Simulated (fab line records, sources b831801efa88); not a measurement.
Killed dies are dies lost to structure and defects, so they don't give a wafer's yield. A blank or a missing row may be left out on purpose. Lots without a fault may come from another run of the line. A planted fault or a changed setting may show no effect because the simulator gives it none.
fab line records | flow sky130
record lots=12 wafers=36 last_day=50
route steps=708 shown FIELD_ISO@15 NWELL@64 SONOS_ONO@171 SD_P@330
lots that met no fault: from a run of the same line without faults
start_h: hours from the record's first day to the start of the lot's first wafer shown | wait_h: hours since the lot's step before | " the same as in the row above | L1.1+2: a row that stands for several wafers | - no value, or no start given | * or withheld: withheld | < > ~ a bound
route shown NAME@n: a module of which the file shows steps, and the number in the route of the first | usual: mean/standard deviation of fault-free wafers | same: alike in all rows | chamber/n: place in a boat | sites: the reading at each site | _std_site: their standard deviation | _edge_site: outer sites' mean less inner sites' | radius_mm: how far each site lies from the wafer's centre | mask NAME#n: copy n | behind: the tool/chamber that last shaped the wafer | hold: why the lot was held/for how many hours/how that ended | device: the transistor (n, p or np) that didn't switch | end of line: the same wafers' tests at the end of the route | a step without rows: its recipe alone | killed: dies lost to structure and defects at the first sort, not the wafer's yield | map: a wafer's dies, x killed, . not, _ none there
set.NAME: the setting as run; set.NAME@STEP: as run at that earlier step | model.NAME: the simulator's own value behind a step, which no gauge read
steps of the route over a sample of lots; a table a step, a row a wafer
services: from which hour (start_h, from the record's first day; less than 0 if before it) a tool's chamber was out of use, for how many hours, and why
## steps
# step SKY_FIELD_ISO_ETCH_14
# recipe chemistry=N2/H2 target=BARC ion_energy_ev=200 source_w=500 bias_w=100 pressure_mtorr=30 n2_flow_sccm=100 h2_flow_sccm=200 stop_on=SiO2 time_s=45.9 target_depth_a=600
# usual chamber_pressure_mTorr=30.00/0.042 drypump_motor_current_A=5.9/0.47 h2_flow_sccm=200.0/0.63 n2_flow_sccm=100.0/0.32 oes_product_au=0.853/0.0046 throttle_valve_pct=13.225/0.0092
# columns lot.wafer tool chamber start_h wait_h chamber_pressure_mTorr drypump_motor_current_A h2_flow_sccm n2_flow_sccm oes_product_au rf_hours_counter_h throttle_valve_pct
L629.1 rie_diel-03 0 28.65 0.1 29.96 5.7 199.8 100.0 0.855 79 13.222
L629.3 " 3 " " 30.06 6.4 200.7 99.8 0.852 28 13.213
L629.5 " 1 " " 29.99 6.7 200.6 100.0 0.864 - 13.227
L630.1 rie_diel-03 0 34.21 0.1 30.03 5.7 199.8 100.4 0.846 79 13.212
L630.4 " 2 " " 30.03 5.7 200.0 99.2 0.850 35 13.206
L630.6 " 0 " " 29.99 5.7 199.5 100.5 0.854 - 13.209
L631.1 rie_diel-04 2 38.76 0.1 30.00 5.9 199.8 100.3 0.853 19 13.229
L631.2 " 0 " " 30.02 6.1 200.8 99.9 0.848 176 13.210
L631.5 " 1 " " 29.97 5.0 200.1 99.5 0.851 - 13.226
L632.2 rie_diel-01 3 44.15 0.1 30.35 5.4 198.9 99.7 0.854 24 13.225
L632.3 " 1 " " 30.05 6.5 200.0 100.3 0.848 4 13.217
L632.5 " 1 " " 30.00 6.5 200.9 100.4 0.858 - 13.223
L633.1 rie_diel-01 3 48.65 0.1 30.00 5.4 200.1 100.0 0.849 24 13.225
L633.2 " 0 " " 29.98 6.2 199.3 99.9 0.854 3 13.217
L633.6 " 3 " " 30.00 5.4 199.9 99.9 0.856 - 13.218
L634.1 rie_diel-01 1 56.46 0.1 30.00 6.6 200.4 100.4 0.849 4 13.225
L634.2 " 2 " " 29.98 5.8 199.8 99.9 0.855 169 13.212
L634.4 " 0 " " 29.96 6.1 199.9 99.3 0.850 3 13.215
L636.1 rie_diel-04 2 65.81 0.1 29.99 5.9 199.8 100.5 0.853 19 13.221
L636.3 " 1 " " 30.00 5.0 199.1 99.8 0.852 3 13.223
L636.5 " 0 " " 30.01 6.1 200.1 99.9 0.852 - 13.230
L637.4 rie_diel-03 2 70.51 0.0 29.95 5.7 201.5 100.2 0.852 35 13.219
L637.5 " 3 " " 30.04 6.4 199.8 100.5 0.846 - 13.234
L637.6 " 0 " " 29.98 5.8 200.1 99.9 0.856 - 13.244
L638.2 rie_diel-03 2 75.76 0.1 29.99 5.7 199.7 100.4 0.862 35 13.225
L638.4 " 0 " " 30.04 5.7 200.0 100.1 0.859 80 13.211
L638.6 " 0 " " 29.98 5.7 199.7 100.0 0.847 - 13.231
L644.3 rie_diel-01 2 112.20 0.1 30.02 5.9 200.4 99.8 0.856 0 13.225
L644.4 " 2 " " 30.03 5.9 200.2 99.6 0.852 - 13.219
L644.5 " 3 " " 30.04 5.4 201.1 99.4 0.860 - 13.227
L651.1 rie_diel-04 3 143.86 0.1 29.99 5.2 199.9 100.0 0.857 144 13.228
L651.5 " 1 " " 30.03 5.1 199.1 100.0 0.853 - 13.232
L651.6 " 0 " " 30.00 6.1 199.9 100.1 0.848 - 13.228
L652.3 rie_diel-01 3 147.81 0.1 30.03 5.4 200.2 99.7 0.854 26 13.227
L652.4 " 1 " " 29.99 6.5 199.6 99.6 0.849 6 13.219
L652.5 " 0 " " 29.98 6.2 200.4 100.8 0.852 - 13.214
# step SKY_NWELL_IMPLANT_11
# recipe species=P energy_kev=400 dose_cm2=1.9e+13 tilt_deg=withheld
# columns lot.wafer tool chamber start_h wait_h
L629.1+3+5 implanter-02 0 87.54 0.0
L630.1+4+6 implanter-02 0 95.38 0.0
L631.1+2+5 implanter-02 0 100.73 0.0
L632.2+3+5 implanter-01 0 103.07 0.0
L633.1+2+6 implanter-01 0 107.13 0.0
L634.1+2+4 implanter-01 0 116.87 0.0
L636.1+3+5 implanter-01 0 126.94 0.0
L637.4+5+6 implanter-04 0 133.17 0.1
L638.2+4+6 implanter-01 0 139.70 0.0
L644.3+4+5 implanter-04 0 178.62 0.1
L651.1+5+6 implanter-04 0 227.12 0.0
L652.3+4+5 implanter-04 0 232.23 0.1
# step SKY_NWELL_RS_MEAS_29
# recipe thk_meas_gauge=four-point-probe
# usual NWELL_RS=624.6/1.4
# columns lot.wafer tool chamber start_h wait_h NWELL_RS[ohm/sq]
L629.1 film_metro-03 - 105.79 0.1 624.0
L629.3 " - " " 623.5
L629.5 " - " " 622.3
L630.1 film_metro-03 - 114.18 0.1 623.5
L630.4 " - " " 624.0
L630.6 " - " " 623.8
L631.1 film_metro-01 - 121.15 0.1 621.6
L631.2 " - " " 625.4
L631.5 " - " " 623.5
L632.2 film_metro-01 - 122.42 0.1 627.5
L632.3 " - " " 626.0
L632.5 " - " " 623.8
L633.1 film_metro-01 - 126.53 0.1 623.0
L633.2 " - " " 625.2
L633.6 " - " " 623.8
L634.1 film_metro-04 - 136.40 0.1 643.3
L634.2 " - " " 643.6
L634.4 " - " " 644.7
L636.1 film_metro-03 - 146.94 0.1 640.6
L636.3 " - " " 641.2
L636.5 " - " " 640.9
L637.4 film_metro-04 - 153.95 0.1 624.4
L637.5 " - " " 623.9
L637.6 " - " " 627.5
L638.2 film_metro-03 - 160.27 0.1 641.8
L638.4 " - " " 644.3
L638.6 " - " " 644.0
L644.3 film_metro-04 - 201.64 0.1 626.9
L644.4 " - " " 626.3
L644.5 " - " " 626.0
L651.1 film_metro-04 - 250.93 0.1 624.4
L651.5 " - " " 624.8
L651.6 " - " " 624.2
L652.3 film_metro-01 - 256.70 0.1 625.1
L652.4 " - " " 624.6
L652.5 " - " " 624.1
# step SKY_SONOS_ONO_THK_MEAS_03
# recipe reads=Si3N4_of_SONOS_ONO_CVD_02
# usual SONOS_ONO_CVD_02_THK=10.38/0.13
# columns lot.wafer tool chamber start_h wait_h SONOS_ONO_CVD_02_THK[nm]
L629.1 film_metro-01 - 258.86 0.0 10.32
L629.3 " - " " 10.46
L629.5 " - " " 10.32
L630.1 film_metro-04 - 267.68 0.0 10.40
L630.4 " - " " 10.22
L630.6 " - " " 10.37
L631.1 film_metro-04 - 276.09 0.0 10.38
L631.2 " - " " 10.30
L631.5 " - " " 10.28
L632.2 film_metro-02 - 280.70 0.0 10.27
L632.3 " - " " 10.18
L632.5 " - " " 10.09
L633.1 film_metro-02 - 284.30 0.0 10.59
L633.2 " - " " 10.65
L633.6 " - " " 10.50
L634.1 film_metro-04 - 295.18 0.0 10.46
L634.2 " - " " 10.42
L634.4 " - " " 10.35
L636.1 film_metro-01 - 318.17 0.0 10.36
L636.3 " - " " 10.21
L636.5 " - " " 10.14
L637.4 film_metro-04 - 323.60 0.0 10.24
L637.5 " - " " 10.15
L637.6 " - " " 10.13
L638.2 film_metro-04 - 329.56 0.0 10.25
L638.4 " - " " 10.33
L638.6 " - " " 10.21
L644.3 film_metro-02 - 380.99 0.0 10.42
L644.4 " - " " 10.28
L644.5 " - " " 10.37
L651.1 film_metro-02 - 445.60 0.0 10.50
L651.5 " - " " 10.35
L651.6 " - " " 10.43
L652.3 film_metro-04 - 455.43 0.0 10.44
L652.4 " - " " 10.41
L652.5 " - " " 10.53
# step SKY_SD_P_STRIP_10
# recipe chemistry=O2/N2 power_w=1400 pressure_mtorr=1500 platen_temp_c=withheld o2_flow_sccm=3000 n2_flow_sccm=300 overash_fraction=0.5
# usual chamber_pressure_mTorr=1500.0/1.3 drypump_motor_current_A=5.90/0.28 n2_flow_sccm=300.0/0.93 oes_product_au=0.618/0.0047 strip_time_to_endpoint_s=17.51/0.038
# columns lot.wafer tool chamber start_h wait_h chamber_pressure_mTorr drypump_motor_current_A n2_flow_sccm oes_product_au rf_hours_counter_h strip_time_to_endpoint_s
L629.1 plasma_asher-03 0 589.80 0.1 1501.6 5.71 298.9 0.612 44 17.53
L629.3 " 1 " " 1500.8 6.16 299.9 0.621 - 17.55
L629.5 " 1 " " 1499.8 6.16 300.2 0.621 - 17.54
L630.1 plasma_asher-01 0 598.69 0.1 1497.5 5.81 301.1 0.615 91 17.46
L630.4 " 0 " " 1499.5 5.82 301.5 0.621 - 17.50
L630.6 " 0 " " 1499.5 5.85 299.4 0.608 - 17.49
L631.1 plasma_asher-01 1 613.18 0.1 1500.6 5.49 300.6 0.619 92 17.49
L631.2 " 0 " " 1500.5 5.81 300.5 0.614 92 17.51
L631.5 " 0 " " 1499.6 5.75 300.6 0.619 - 17.50
L632.2 plasma_asher-01 1 621.14 0.1 1502.0 5.47 299.5 0.626 93 17.53
L632.3 " 1 " " 1502.8 5.47 299.1 0.615 - 17.51
L632.5 " 1 " " 1501.0 5.46 299.3 0.616 - 17.50
L633.1 plasma_asher-01 1 623.35 0.1 1500.8 5.54 298.3 0.625 94 17.55
L633.2 " 0 " " 1499.9 5.81 299.7 0.617 94 17.57
L633.6 " 0 " " 1500.7 5.77 300.3 0.623 - 17.52
L634.1 plasma_asher-04 0 635.53 0.1 1497.8 6.22 300.4 0.623 21 17.52
L634.2 " 1 " " 1500.3 6.10 300.5 0.625 21 17.48
L634.4 " 1 " " 1500.0 6.08 300.2 0.613 - 17.53
L636.1 plasma_asher-04 1 661.24 0.1 1497.0 6.10 301.8 0.621 24 17.51
L636.3 " 1 " " 1500.0 6.10 299.8 0.620 - 17.44
L636.5 " 0 " " 1502.2 6.27 301.6 0.622 - 17.47
L637.4 plasma_asher-04 1 663.57 0.1 1501.0 6.10 300.0 0.620 - 17.52
L637.5 " 1 " " 1499.7 6.11 300.4 0.616 - 17.55
L637.6 " 0 " " 1499.9 6.22 299.9 0.613 - 17.55
L638.2 plasma_asher-03 1 668.13 0.1 1500.2 6.15 299.4 0.620 52 17.54
L638.4 " 0 " " 1500.4 5.70 299.6 0.605 - 17.52
L638.6 " 1 " " 1500.6 6.19 298.8 0.614 - 17.51
L644.3 plasma_asher-03 1 724.12 0.1 1498.7 6.17 300.6 0.615 - 17.48
L644.4 " 0 " " 1500.4 5.71 301.0 0.618 - 17.45
L644.5 " 0 " " 1500.5 5.70 301.5 0.618 - 17.45
L651.1 plasma_asher-03 0 780.19 0.1 1502.9 5.73 299.9 0.622 63 17.52
L651.5 " 0 " " 1499.4 5.72 299.4 0.623 - 17.50
L651.6 " 1 " " 1501.5 6.18 300.8 0.618 - 17.45
L652.3 plasma_asher-03 1 788.23 0.1 1499.9 6.20 298.3 0.616 - 17.61
L652.4 " 0 " " 1497.4 5.72 300.0 0.625 - 17.58
L652.5 " 0 " " 1499.7 5.72 300.5 0.622 - 17.52
## services
# columns tool chamber start_h hours kind
plasma_asher-03 - 29.92 1.6 repair
implanter-01 - 35.51 3.4 pm
rie_diel-01 - 99.12 0.4 repair
rie_diel-01 1 103.71 26.3 repair
plasma_asher-03 - 108.75 9.0 pm
plasma_asher-03 - 125.19 7.4 pm
rie_diel-01 1 154.94 7.9 repair
rie_diel-01 3 213.04 7.4 repair
plasma_asher-03 - 229.38 14.1 repair
implanter-01 - 235.98 5.3 repair
rie_diel-01 2 291.94 5.5 repair
rie_diel-01 3 301.54 4.8 repair
rie_diel-01 3 314.36 4.6 repair
plasma_asher-03 - 373.65 14.6 pm
rie_diel-01 - 413.18 2.8 pm
rie_diel-01 2 435.89 7.2 repair
rie_diel-01 0 442.65 9.2 repair
implanter-01 - 477.80 3.5 repair
rie_diel-01 - 494.05 0.4 repair
rie_diel-01 1 521.16 13.9 repair
plasma_asher-03 - 522.08 15.6 pm
implanter-01 - 524.51 4.2 pm
rie_diel-01 3 538.70 1.2 repair
rie_diel-01 3 611.26 4.2 repair
## key
first_sign step=SKY_NWELL_RS_MEAS_29 reading=NWELL_RS direction=up sigmas=13 usual=624.6 struck=642.7
effect none on later readings
met_at SKY_NWELL_IMPLANT_11
struck_lots L634,L636,L638
tester_left_out L634,L636,L638
not_acting_at SKY_FIELD_ISO_ETCH_14,SKY_SONOS_ONO_THK_MEAS_03,SKY_SD_P_STRIP_10
onset_between 107.13 116.87
fault kind=process_parameter_drift tool=implanter-01 chamber=- onset_h=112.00 steps=SKY_NWELL_IMPLANT_11 channel=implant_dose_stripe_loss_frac offset=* shape=step end_h=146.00
# tester_left_out: of these lots the tester's yield and bins aren't shown, on N5 and GAA mostly nor the transistor test; their killed dies are dies lost to structure and defects alone, not to doping, threshold or leakage, so they don't give the yield
